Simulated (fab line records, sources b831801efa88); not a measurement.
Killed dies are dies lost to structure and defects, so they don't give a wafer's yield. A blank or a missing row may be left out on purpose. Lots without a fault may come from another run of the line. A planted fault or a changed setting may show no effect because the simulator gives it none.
A struck lot beside a sound one | flow sky130 | 14 steps out of a route of 708
Sound: wafers L855.2, L855.4, L855.5. Struck: wafers L872.3, L872.4, L872.5. The cause comes at the end.
At each step with rows: each side's tool, then ch and its chambers, then its first start. Under that, the readings that differ: sound wafers | struck wafers | difference of the means | sigmas: that difference in standard deviations of wafers without a fault.
alike: readings whose means differ by less than 2 such deviations, and words and numbers that are the same on both sides. not compared: withheld readings, readings that some wafer has no value for, bounds like >300 that may hide the same value, and numbers for which the record gives no deviation and whose values overlap.
The two part at a step that has a row with sigmas, a row that says differs or no value, or rows on one side only. Numbers that don't overlap but have no deviation are shown without sigmas and don't part them. A reading that every wafer of one side lacks parts them only if that side has two wafers or more.

SKY_LDD_LDN_TW_MEAS_13:
  sound on film_metro-01, day 23 13:52; struck on film_metro-03, day 29 21:25
  alike: LDD_LDN_TW
then, 2 steps without rows for these wafers: SKY_LDD_LDN_CLEAN_14 (cleans in SC1/SC2, time 150 s); SKY_SPACER_CVD_00 (deposits Si3N4 from DCS/NH3, target thk 43.1 nm, time 740 s).
SKY_SPACER_THK_MEAS_01:
  sound on film_metro-02, day 23 15:23; struck on film_metro-04, day 29 23:32
  alike: SPACER_CVD_00_THK
SKY_SPACER_ETCHBACK_02: etches Si3N4 in CH3F/O2, stops on SiO2, time 46.7 s, target depth 45 nm.
  sound on rie_diel-01 ch 1,2,3, day 23 15:26; struck on rie_diel-03 ch 1,2,3, day 29 23:34
  alike: O2_flow_sccm, drypump_motor_current_A, oes_product_au, throttle_valve_pct
  not compared: rf_hours_counter_h
then, 7 steps without rows for these wafers: SKY_POLY_CUT_DEHYDRATE_00 (time 60 s); SKY_POLY_CUT_HMDS_01 (prime time 60 s); SKY_POLY_CUT_COAT_02 (resist thk 60 nm); SKY_POLY_CUT_COAT_03 (resist thk 450 nm); SKY_POLY_CUT_SOFTBAKE_04 (time 90 s); SKY_POLY_CUT_EXPOSE_05 (exposes mask NPCM, target cd 270 nm); SKY_POLY_CUT_PEB_06.
SKY_POLY_CUT_DEVELOP_07: develop time 60 s.
  sound on litho_track-02 ch 0, day 24 21:00; struck on litho_track-01, day 31 03:00
  no value came back on the struck wafers for chill_plate_temp_C (C), develop_time_s (s); on the sound wafers chill_plate_temp_C (C) reads 22.96 22.81 22.99
  reading                                         | sound             | struck            | difference | sigmas
  model.KrF-thick_of_POLY_CUT_COAT_03.thk_nm (nm) | 435.8 437.4 435.7 | 449.9 449.1 448.7 | +12.9      |
SKY_POLY_CUT_CD_MEAS_08: target cd 270 nm.
  sound on cd_sem-02, day 24 21:53; struck on cd_sem-01, day 31 03:40
  reading    | sound             | struck | difference                    | sigmas
  cd_nm (nm) | 266.5 267.4 265.9 | - - -  | no value on the struck wafers |

WHERE THEY PART
First at SKY_POLY_CUT_DEVELOP_07; last, within this record, at SKY_POLY_CUT_CD_MEAS_08.

WHY: what the simulator had put in
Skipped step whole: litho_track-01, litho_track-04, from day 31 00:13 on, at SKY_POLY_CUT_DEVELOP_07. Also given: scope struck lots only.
